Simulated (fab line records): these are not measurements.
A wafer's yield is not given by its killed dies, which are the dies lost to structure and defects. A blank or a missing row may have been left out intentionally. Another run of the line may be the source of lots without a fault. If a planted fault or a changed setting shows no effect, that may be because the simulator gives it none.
8D (eight disciplines) problem report, filled in by code	flow gf180mcu	the parts of the form that need people (team, actions taken, sign-off) are left out

## 1. WHAT WENT WRONG
developerTempC at GF_HV_LDD_DEVELOP_45 reads a mean of 20.67 C on 6 wafers of 2 lots; wafers without a fault read 23.00 C with a standard deviation of 0.092. Measured from the usual mean, that is -25 standard deviations.
The step: develop time 60 s.
Earliest sighting: wafer L412.4 on lithoTrack-01 at day 16 08:49. At this step, 18 wafers from 6 lots have a number in the record. The rule behind "out" and "out of limits": a value lying over 4 standard deviations away from the usual mean. All remaining wafers that have a number are taken as sound.

## 2. WHAT IT IS AND WHAT IT IS NOT
question	is	is not
which readings at this step	developerTempC	-
which lots	L412, L413	L400, L409, L420, L421
which wafers of those lots	all that have a number	-
read on which tools	lithoTrack-01	lithoTrack-03
when	from day 16 08:49	up to then (6 sound wafers); but 6 sound wafers of L420, L421 came after

## 3. THE SUSPECTS, EACH WITH WHAT RULES IT OUT
Counting: a tool at a process step up to the reading stays a suspect if it ran every lot that is out and no sound lot after the first of them.
- lithoTrack-01 at GF_HV_LDD_DEVELOP_45 (develop time 60 s): ruled out as a lasting fault. Following L412 (day 16 08:49), the first lot on it that is out, the sound lots L420, L421 were run on it.
Left after counting: nothing in the record.

## 4. THE CAUSE (what the simulator had put in)
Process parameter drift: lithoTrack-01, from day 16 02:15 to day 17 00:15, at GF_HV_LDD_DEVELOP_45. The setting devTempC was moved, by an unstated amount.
Counting ruled it out, wrongly.

## 5. THE EFFECT CHAIN, in route order
Rows list readings where the struck wafers' mean (over those with a number) sits beyond 3 standard deviations from the usual. Only readings for which the record gives a usual standard deviation are gone through. hours: the time from each lot's start at the first step in this table that gives one to its start at this step, as a median over the lots. sigmas: the change in usual standard deviations.
hours	step	reading	usual	on struck wafers	change	sigmas
0	GF_HV_LDD_DEVELOP_45	developerTempC	23.00 C	20.67	-2.33	-25
The process steps in it:
- GF_HV_LDD_DEVELOP_45: develop time 60 s.
Later steps that measure or inspect, where all struck wafers having a row at the step show a number for every such reading and not one has moved that far: GF_HV_LDD_CD_MEAS_46.

## 6. WHAT WOULD HAVE CAUGHT IT SOONER
The fault began at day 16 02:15; the first out-of-limits reading in this record came at day 16 08:49, 7 hours later.
